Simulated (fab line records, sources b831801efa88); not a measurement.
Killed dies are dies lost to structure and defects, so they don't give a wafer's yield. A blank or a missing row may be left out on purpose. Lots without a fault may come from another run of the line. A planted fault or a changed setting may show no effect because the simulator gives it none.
Tool commonality check | flow sky130 | 13 lots, 39 wafers sampled

WHY IT WAS OPENED
At SKY_SONOS_TUNNEL_TW_MEAS_12 the reading SONOS_TUNNEL_TW is flagged on 2 of 13 lots. Wafers without a fault read 195.5, standard deviation 1.4.
Rule: a lot is flagged when every wafer of it that has a number lies more than 4 standard deviations from that mean, or none has a number. The other lots count as sound.

lot  | measured     | on            | SONOS_TUNNEL_TW, wafer by wafer | flag
L776 | day 11 19:59 | film_metro-03 | 194.3 193.1 193.6               |
L777 | day 12 04:34 | film_metro-01 | 196.8 196.6 197.1               |
L778 | day 12 08:11 | film_metro-01 | 197.2 197.0 197.0               |
L779 | day 12 15:08 | film_metro-01 | 196.4 196.8 197.5               |
L780 | day 13 00:22 | film_metro-03 | 194.7 194.8 194.6               |
L781 | day 13 05:08 | film_metro-03 | 195.4 193.3 195.0               |
L782 | day 13 16:02 | film_metro-01 | 196.5 197.3 196.1               |
L783 | day 14 04:07 | film_metro-01 | 196.5 197.1 196.5               |
L785 | day 14 13:10 | film_metro-04 | 194.1 194.5 194.2               |
L792 | day 16 22:19 | film_metro-01 | 110.0 108.9 108.8               | FLAGGED
L793 | day 17 12:57 | film_metro-04 | 105.2 105.3 104.2               | FLAGGED
L795 | day 17 23:41 | film_metro-03 | 194.4 194.4 194.4               |
L796 | day 18 04:35 | film_metro-03 | 194.4 193.6 194.6               |
The numbers of the flagged lots are 107.1 on average: -88.4 against the usual, or -63 standard deviations.

WHICH TOOL RAN EACH LOT
The record holds 1 process step before the reading, out of a route of 708 steps. In each cell: the tool, then ch and the chambers that the sampled wafers went through, then the start.
lot  | flag    | SKY_SONOS_TUNNEL_IMPLANT_09
L776 |         | implanter-01 ch 0, day 11 19:34
L777 |         | implanter-02 ch 0, day 12 04:10
L778 |         | implanter-02 ch 0, day 12 07:49
L779 |         | implanter-01 ch 0, day 12 14:43
L780 |         | implanter-01 ch 0, day 12 23:55
L781 |         | implanter-01 ch 0, day 13 04:44
L782 |         | implanter-04 ch 0, day 13 15:38
L783 |         | implanter-02 ch 0, day 14 03:45
L785 |         | implanter-01 ch 0, day 14 12:41
L792 | FLAGGED | implanter-04 ch 0, day 16 21:46
L793 | FLAGGED | implanter-04 ch 0, day 17 12:32
L795 |         | implanter-01 ch 0, day 17 23:15
L796 |         | implanter-01 ch 0, day 18 04:10
What these steps do:
- SKY_SONOS_TUNNEL_IMPLANT_09
- SKY_SONOS_TUNNEL_TW_MEAS_12

FLAGGED OVER TOTAL, TOOL BY TOOL (the gauges that took the reading come last)
step                        | tool          | lots run | flagged | share of the flagged lots | sound lots run after its first flagged lot
SKY_SONOS_TUNNEL_IMPLANT_09 | implanter-01  | 7        | 0       | none                      | -
SKY_SONOS_TUNNEL_IMPLANT_09 | implanter-02  | 3        | 0       | none                      | -
SKY_SONOS_TUNNEL_IMPLANT_09 | implanter-04  | 3        | 2       | all                       | 0
SKY_SONOS_TUNNEL_TW_MEAS_12 | film_metro-01 | 6        | 1       | some                      | 0
SKY_SONOS_TUNNEL_TW_MEAS_12 | film_metro-03 | 5        | 0       | none                      | -
SKY_SONOS_TUNNEL_TW_MEAS_12 | film_metro-04 | 2        | 1       | some                      | 0

WHAT THE TABLE ALLOWS
1 row of the table ran every flagged lot: implanter-04 at SKY_SONOS_TUNNEL_IMPLANT_09.
- implanter-04 at SKY_SONOS_TUNNEL_IMPLANT_09: 2 of its 3 lots flagged. Its last sound lot is L782 (day 13 15:38), its first flagged lot L792 (day 16 21:46): a fault that began between those two fits. Its own readings lie more than 4 standard deviations out on every wafer of the flagged lots: dose_ions_cm2, faraday_current_uA.
One tool is left: implanter-04 at SKY_SONOS_TUNNEL_IMPLANT_09.

WHAT THE SIMULATOR HAD PUT IN
Process parameter drift: implanter-04, from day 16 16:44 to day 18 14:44, at SKY_SONOS_TUNNEL_IMPLANT_09. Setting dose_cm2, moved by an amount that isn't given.
Lots struck among those shown: L792, L793. The rule above found the same.
